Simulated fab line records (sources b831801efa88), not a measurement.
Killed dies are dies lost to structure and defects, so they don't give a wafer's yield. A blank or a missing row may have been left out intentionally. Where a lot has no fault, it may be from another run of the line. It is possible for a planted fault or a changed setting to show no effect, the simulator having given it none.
What tool caused it? + flow gf180mcu + 12 lots, 36 wafers sampled, at 6 steps of a route of 602

== WHAT THE GAUGES SHOWED, per wafer ==
GF_CONTACT_OVL_MEAS_15. Usual: CONTACT_OVL typically reads 0 nm, with standard deviation 6.4.
| lot  | measured     | on         | CONTACT_OVL (nm) | flag |
|------|--------------|------------|------------------|------|
| L127 | day 17 06:46 | overlay-02 | -3 -2 -5         |      |
| L128 | day 17 18:13 | overlay-01 | 2 -1 -9          |      |
| L129 | day 18 03:16 | overlay-01 | -10 -7 -9        |      |
| L130 | day 18 08:20 | overlay-01 | 5 6 5            |      |
| L131 | day 19 01:16 | overlay-02 | -3 -3 -3         |      |
| L134 | day 20 01:34 | overlay-01 | 2 1 -1           |      |
| L141 | day 22 15:01 | overlay-01 | -3 5 -2          |      |
| L142 | day 22 19:54 | overlay-01 | 9 6 19           |      |
| L143 | day 23 06:34 | overlay-02 | -3 3 0           |      |
| L144 | day 23 11:17 | overlay-02 | -2 -4 3          |      |
| L146 | day 24 02:58 | overlay-02 | 4 2 -4           |      |
| L147 | day 24 11:16 | overlay-02 | -5 -4 -4         |      |

GF_CONTACT_RS_MEAS_25: measurement is done with a four-point probe. Usual: CONTACT_W_RS typically reads 0.385 ohm/sq, with standard deviation 0.004.
| lot  | measured     | on            | CONTACT_W_RS (ohm/sq) | flag |
|------|--------------|---------------|-----------------------|------|
| L127 | day 17 07:28 | film-metro-03 | 0.382 0.389 0.379     |      |
| L128 | day 17 18:59 | film-metro-04 | 0.381 0.384 0.381     |      |
| L129 | day 18 03:58 | film-metro-01 | 0.390 0.386 0.392     |      |
| L130 | day 18 09:02 | film-metro-04 | 0.394 0.385 0.384     |      |
| L131 | day 19 01:57 | film-metro-01 | 0.320 0.320 0.321     | OFF  |
| L134 | day 20 02:17 | film-metro-04 | 0.321 0.317 0.321     | OFF  |
| L141 | day 22 15:44 | film-metro-03 | 0.384 0.383 0.382     |      |
| L142 | day 22 20:36 | film-metro-03 | 0.385 0.388 0.378     |      |
| L143 | day 23 07:16 | film-metro-01 | 0.383 0.387 0.390     |      |
| L144 | day 23 12:01 | film-metro-01 | 0.378 0.378 0.383     |      |
| L146 | day 24 03:42 | film-metro-03 | 0.390 0.390 0.390     |      |
| L147 | day 24 11:58 | film-metro-03 | 0.384 0.386 0.385     |      |

GF_CONTACT_THK_MEAS_26: measures by xrf. Usual: CONTACT_W_THK typically reads 293 nm, with standard deviation 3.6.
| lot  | measured     | on            | CONTACT_W_THK (nm) | flag |
|------|--------------|---------------|--------------------|------|
| L127 | day 17 07:35 | film-metro-03 | 298 291 302        |      |
| L128 | day 17 19:07 | film-metro-04 | 294 293 295        |      |
| L129 | day 18 04:05 | film-metro-01 | 290 294 287        |      |
| L130 | day 18 09:10 | film-metro-04 | 284 290 291        |      |
| L131 | day 19 02:04 | film-metro-01 | 350 347 350        | OFF  |
| L134 | day 20 02:23 | film-metro-04 | 344 347 342        | OFF  |
| L141 | day 22 15:50 | film-metro-03 | 295 294 295        |      |
| L142 | day 22 20:43 | film-metro-03 | 294 292 299        |      |
| L143 | day 23 07:23 | film-metro-01 | 294 292 289        |      |
| L144 | day 23 12:07 | film-metro-01 | 298 297 292        |      |
| L146 | day 24 03:48 | film-metro-03 | 288 287 289        |      |
| L147 | day 24 12:05 | film-metro-03 | 292 291 291        |      |

== EACH LOT AND THE TOOL THAT RAN IT (in order: tool; ch and the chambers of the sampled wafers; start) ==
| lot  | GF_SALICIDE_RTA_08               | GF_CONTACT_CMP_04             | GF_CONTACT_CVD_24             |
|------|----------------------------------|-------------------------------|-------------------------------|
| L127 | rtp-anneal-01 ch 0, day 16 07:05 | cmp-01 ch 0,2, day 16 07:26   | cvd-w-02 ch 0, day 17 07:22   |
| L128 | rtp-anneal-02 ch 0, day 16 18:14 | cmp-01 ch 2,3, day 16 18:34   | cvd-w-02 ch 0, day 17 18:53   |
| L129 | rtp-anneal-02 ch 0, day 17 02:40 | cmp-01 ch 0,1,3, day 17 02:59 | cvd-w-01 ch 0,1, day 18 03:52 |
| L130 | rtp-anneal-01 ch 0, day 17 07:41 | cmp-02 ch 0,1,2, day 17 08:01 | cvd-w-01 ch 0,1, day 18 08:56 |
| L131 | rtp-anneal-02 ch 0, day 17 21:37 | cmp-02 ch 0,1,3, day 18 00:29 | cvd-w-01 ch 0,1, day 19 01:51 |
| L134 | rtp-anneal-02 ch 0, day 19 00:03 | cmp-01 ch 1,2, day 19 00:23   | cvd-w-01 ch 0,1, day 20 02:11 |
| L141 | rtp-anneal-01 ch 0, day 21 14:29 | cmp-02 ch 1,2,3, day 21 14:48 | cvd-w-01 ch 0,1, day 22 15:37 |
| L142 | rtp-anneal-01 ch 0, day 21 19:37 | cmp-02 ch 1,2, day 21 20:02   | cvd-w-01 ch 0,1, day 22 20:30 |
| L143 | rtp-anneal-01 ch 0, day 22 07:05 | cmp-01 ch 1,2,3, day 22 07:32 | cvd-w-02 ch 0,1, day 23 07:10 |
| L144 | rtp-anneal-02 ch 0, day 22 11:55 | cmp-01 ch 0,3, day 22 12:13   | cvd-w-01 ch 0,1, day 23 11:55 |
| L146 | rtp-anneal-02 ch 0, day 23 03:05 | cmp-01 ch 0,1,3, day 23 03:29 | cvd-w-02 ch 0,1, day 24 03:35 |
| L147 | rtp-anneal-02 ch 0, day 23 11:45 | cmp-01 ch 0,1,2, day 23 12:13 | cvd-w-02 ch 0,1, day 24 11:51 |
- GF_SALICIDE_RTA_08: time 30 s.
- GF_CONTACT_CMP_04: polishes SiO2.
- GF_CONTACT_CVD_24: deposits W, target thk 300 nm, time 90.339 s.

== AS READ BY THE TOOLS THEMSELVES (means over the sampled wafers that have a number; for cases with no such wafer, the mark the record gives instead) ==
GF_SALICIDE_RTA_08. Usual: lamp-power-pct 18 %, standard deviation 4.3; wafer_temp_C_max 803.1, standard deviation 0.69.
| lot  | tool          | lamp-power-pct (%) | wafer_temp_C_max | flag |
|------|---------------|--------------------|------------------|------|
| L127 | rtp-anneal-01 | 14                 | 802.8            |      |
| L128 | rtp-anneal-02 | 23                 | 803.5            |      |
| L129 | rtp-anneal-02 | 23                 | 803.5            |      |
| L130 | rtp-anneal-01 | 14                 | 803.0            |      |
| L131 | rtp-anneal-02 | 23                 | 803.3            |      |
| L134 | rtp-anneal-02 | 23                 | 803.2            |      |
| L141 | rtp-anneal-01 | 14                 | 803.5            |      |
| L142 | rtp-anneal-01 | 14                 | 803.3            |      |
| L143 | rtp-anneal-01 | 14                 | 802.6            |      |
| L144 | rtp-anneal-02 | 23                 | 803.5            |      |
| L146 | rtp-anneal-02 | 23                 | 803.6            |      |
| L147 | rtp-anneal-02 | 23                 | 803.6            |      |

GF_CONTACT_CMP_04. Usual: head-pressure-psi 4.002 psi, standard deviation 0.0085; motor-current-A 11.9 A, standard deviation 1.3; time-to-endpoint-s 113 s, standard deviation 6.4.
| lot  | tool   | head-pressure-psi (psi) | motor-current-A (A) | time-to-endpoint-s (s) | flag |
|------|--------|-------------------------|---------------------|------------------------|------|
| L127 | cmp-01 | 4.007                   | 11.3                | 109                    |      |
| L128 | cmp-01 | 4.000                   | 13.1                | 119                    |      |
| L129 | cmp-01 | 4.003                   | 12.0                | 114                    |      |
| L130 | cmp-02 | 4.006                   | 12.2                | 112                    |      |
| L131 | cmp-02 | 4.000                   | 11.4                | 108                    |      |
| L134 | cmp-01 | 4.000                   | 11.9                | 118                    |      |
| L141 | cmp-02 | 3.995                   | 11.9                | 114                    |      |
| L142 | cmp-02 | 3.993                   | 12.4                | 114                    |      |
| L143 | cmp-01 | 3.998                   | 12.8                | 111                    |      |
| L144 | cmp-01 | 4.008                   | 11.9                | 118                    |      |
| L146 | cmp-01 | 4.000                   | 11.9                | 120                    |      |
| L147 | cmp-01 | 4.004                   | 11.6                | 112                    |      |

GF_CONTACT_CVD_24. Usual: heater-power-w 809 W, standard deviation 79; susceptor-temp-C 400.00 C, standard deviation 0.21.
| lot  | tool     | heater-power-w (W) | susceptor-temp-C (C) | flag |
|------|----------|--------------------|----------------------|------|
| L127 | cvd-w-02 | 904                | 400.25               |      |
| L128 | cvd-w-02 | 899                | 400.43               |      |
| L129 | cvd-w-01 | 783                | 400.00               |      |
| L130 | cvd-w-01 | 789                | 399.80               |      |
| L131 | cvd-w-01 | 789                | 410.06               | OFF  |
| L134 | cvd-w-01 | 830                | 409.97               | OFF  |
| L141 | cvd-w-01 | 749                | 400.10               |      |
| L142 | cvd-w-01 | 782                | 399.96               |      |
| L143 | cvd-w-02 | 799                | 399.92               |      |
| L144 | cvd-w-01 | 780                | 399.93               |      |
| L146 | cvd-w-02 | 811                | 399.92               |      |
| L147 | cvd-w-02 | 876                | 399.95               |      |

== THE ANSWER, worked out from the rows above alone ==
Rule: a lot counts as off when the mean over its wafers that have a number is more than 3 standard deviations away from the usual mean. A lot without any number at a reading at which 4 lots or more have one is off too. All remaining lots with rows at the step are treated as sound. First the gauges in route order, then the tools' own readings, where a lot's mean is used as printed above. At the first step where some lot is off, the reading lying furthest off is the one used; lots without a number count as furthest.
Off: L131, L134, seen at GF_CONTACT_RS_MEAS_25 (CONTACT_W_RS).
A tool fits if, at a process step before that reading, it ran every lot that is off, and no sound lot after the first of them. Not tried: the gauges at GF_CONTACT_RS_MEAS_25; whatever is off there is also off at GF_CONTACT_CVD_24, on other tools, and gauge error can't account for it. Not one of the candidates tried fits.

== WHAT THE SIMULATOR HAD PUT IN ==
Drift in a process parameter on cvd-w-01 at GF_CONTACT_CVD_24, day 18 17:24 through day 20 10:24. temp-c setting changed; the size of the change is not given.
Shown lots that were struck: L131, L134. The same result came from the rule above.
